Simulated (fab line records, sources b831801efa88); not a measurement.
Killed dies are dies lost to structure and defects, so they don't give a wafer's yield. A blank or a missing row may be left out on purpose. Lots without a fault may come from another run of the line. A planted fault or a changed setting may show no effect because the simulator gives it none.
Which tool did it? | flow sky130 | 13 lots, 39 wafers sampled, at 4 steps of a route of 708

WHAT THE GAUGES READ, wafer by wafer
SKY_PAD_OPEN_BOW_MEAS_13. Usual: PAD_OPEN_BOW 44 um, standard deviation 7.8.
lot  | measured     | on            | PAD_OPEN_BOW (um) | flag
L894 | day 45 09:59 | film_metro-01 | 41 43 49          |
L895 | day 45 19:43 | film_metro-01 | 34 44 42          |
L896 | day 46 04:25 | film_metro-04 | 40 30 37          |
L898 | day 46 18:31 | film_metro-01 | 40 40 32          |
L899 | day 46 22:14 | film_metro-01 | 37 53 48          |
L900 | day 47 03:59 | film_metro-04 | 38 45 44          |
L902 | day 47 16:02 | film_metro-02 | 57 55 51          |
L903 | day 48 02:19 | film_metro-01 | 39 39 51          |
L906 | day 48 17:35 | film_metro-01 | 54 38 46          |
L911 | day 49 17:10 | film_metro-04 | 30 47 50          |
L913 | day 50 02:37 | film_metro-01 | 45 44 46          |
L915 | day 50 12:27 | film_metro-01 | 41 36 58          |
L916 | day 50 18:30 | film_metro-01 | 39 51 46          |

WHICH TOOL RAN EACH LOT (tool, then ch and the chambers of the sampled wafers, then the start)
lot  | SKY_PWDE_STRIP_09                   | SKY_METAL5_SPUTTER_00        | SKY_PASSIVATION_CVD_02
L894 | plasma_asher-02 ch 0,1, day 3 15:33 | pvd_sputter-04, day 42 10:57 | pecvd-02 ch 0,2, day 43 10:44
L895 | plasma_asher-04 ch 0,1, day 3 23:42 | pvd_sputter-04, day 42 21:58 | pecvd-03 ch 0,1, day 43 21:28
L896 | plasma_asher-02 ch 0,1, day 4 06:56 | pvd_sputter-01, day 43 08:20 | pecvd-04 ch 0,1, day 44 07:39
L898 | plasma_asher-02 ch 0,1, day 4 19:45 | pvd_sputter-03, day 44 00:40 | pecvd-04 ch 0,2, day 45 00:07
L899 | plasma_asher-02 ch 0,1, day 4 23:27 | pvd_sputter-04, day 44 03:25 | pecvd-02 ch 0,1,2, day 45 02:12
L900 | plasma_asher-04 ch 0,1, day 5 03:42 | pvd_sputter-04, day 44 10:52 | pecvd-03 ch 0,1,2, day 45 09:41
L902 | plasma_asher-02 ch 0, day 5 15:15   | pvd_sputter-03, day 45 00:34 | pecvd-02 ch 0,1,2, day 45 22:40
L903 | plasma_asher-02 ch 0,1, day 5 22:15 | pvd_sputter-01, day 45 10:57 | pecvd-04 ch 1,2, day 46 08:52
L906 | plasma_asher-01 ch 0,1, day 6 17:48 | pvd_sputter-03, day 46 04:39 | pecvd-04 ch 0,2, day 47 01:07
L911 | plasma_asher-02 ch 0,1, day 7 18:42 | pvd_sputter-04, day 47 06:07 | pecvd-04 ch 0,1,2, day 48 02:50
L913 | plasma_asher-02 ch 0,1, day 8 10:42 | pvd_sputter-01, day 47 18:06 | pecvd-02 ch 0,2, day 48 14:27
L915 | plasma_asher-01 ch 0,1, day 8 18:38 | pvd_sputter-01, day 48 06:22 | pecvd-04 ch 0,1, day 49 01:24
L916 | plasma_asher-01 ch 0,1, day 9 04:38 | pvd_sputter-03, day 48 12:57 | pecvd-03 ch 0,1, day 49 07:40
- SKY_PWDE_STRIP_09: strips in O2/N2.
- SKY_METAL5_SPUTTER_00: material Ti, target thk 15 nm, time 10 s.
- SKY_PASSIVATION_CVD_02: deposits Si3N4, target thk 540 nm.

WHAT THE TOOLS THEMSELVES READ (means of the sampled wafers that have a number; where no wafer has one, the mark that the record gives instead)
SKY_PWDE_STRIP_09. Usual: drypump_motor_current_A 5.5 A, standard deviation 0.45; oes_product_au 0.723 a.u., standard deviation 0.005; strip_time_to_endpoint_s 36.92 s, standard deviation 0.093.
lot  | tool            | drypump_motor_current_A (A) | oes_product_au (a.u.) | strip_time_to_endpoint_s (s) | flag
L894 | plasma_asher-02 | 5.3                         | 0.722                 | 36.87                        |
L895 | plasma_asher-04 | 6.0                         | 0.722                 | 36.75                        |
L896 | plasma_asher-02 | 5.6                         | 0.732                 | 36.96                        |
L898 | plasma_asher-02 | 5.6                         | 0.720                 | 36.83                        |
L899 | plasma_asher-02 | 5.3                         | 0.722                 | 36.86                        |
L900 | plasma_asher-04 | 6.1                         | 0.721                 | 37.00                        |
L902 | plasma_asher-02 | 5.8                         | 0.725                 | 36.95                        |
L903 | plasma_asher-02 | 5.6                         | 0.726                 | 36.92                        |
L906 | plasma_asher-01 | 5.5                         | 0.718                 | 36.91                        |
L911 | plasma_asher-02 | 5.4                         | 0.721                 | 36.89                        |
L913 | plasma_asher-02 | 5.4                         | 0.718                 | 37.07                        |
L915 | plasma_asher-01 | 5.2                         | 0.721                 | 36.84                        |
L916 | plasma_asher-01 | 5.5                         | 0.726                 | 36.82                        |

SKY_METAL5_SPUTTER_00. Usual: throttle_valve_pct 30.0 %, standard deviation 1.2.
lot  | tool           | throttle_valve_pct (%) | flag
L894 | pvd_sputter-04 | 30.1                   |
L895 | pvd_sputter-04 | 28.8                   |
L896 | pvd_sputter-01 | 29.6                   |
L898 | pvd_sputter-03 | 30.7                   |
L899 | pvd_sputter-04 | 28.9                   |
L900 | pvd_sputter-04 | 31.4                   |
L902 | pvd_sputter-03 | 30.8                   |
L903 | pvd_sputter-01 | 28.7                   |
L906 | pvd_sputter-03 | 30.9                   |
L911 | pvd_sputter-04 | 30.4                   |
L913 | pvd_sputter-01 | 29.7                   |
L915 | pvd_sputter-01 | 28.9                   |
L916 | pvd_sputter-03 | 29.5                   |

SKY_PASSIVATION_CVD_02. Usual: heater_power_w 685 W, standard deviation 100.
lot  | tool     | heater_power_w (W) | flag
L894 | pecvd-02 | 738                |
L895 | pecvd-03 | 728                |
L896 | pecvd-04 | 711                |
L898 | pecvd-04 | 613                |
L899 | pecvd-02 | 716                |
L900 | pecvd-03 | 735                |
L902 | pecvd-02 | 726                |
L903 | pecvd-04 | 642                |
L906 | pecvd-04 | 641                |
L911 | pecvd-04 | 708                |
L913 | pecvd-02 | 786                |
L915 | pecvd-04 | 702                |
L916 | pecvd-03 | 707                |

THE ANSWER, worked out from the rows above alone
Rule: a lot is off if the mean of its wafers that have a number lies more than 3 standard deviations from the usual mean. A lot without any number at a reading at which 4 lots or more have one is off too. The other lots that the step has rows for count as sound. The gauges are gone through in route order, then the tools' own readings, and for those a lot's mean is taken as printed above. The first step at which some lot is off is used, and at that step the reading that is off furthest; a lot without a number counts as furthest.
No lot is off at any reading shown: from this, nothing can be told.

WHAT THE SIMULATOR HAD PUT IN
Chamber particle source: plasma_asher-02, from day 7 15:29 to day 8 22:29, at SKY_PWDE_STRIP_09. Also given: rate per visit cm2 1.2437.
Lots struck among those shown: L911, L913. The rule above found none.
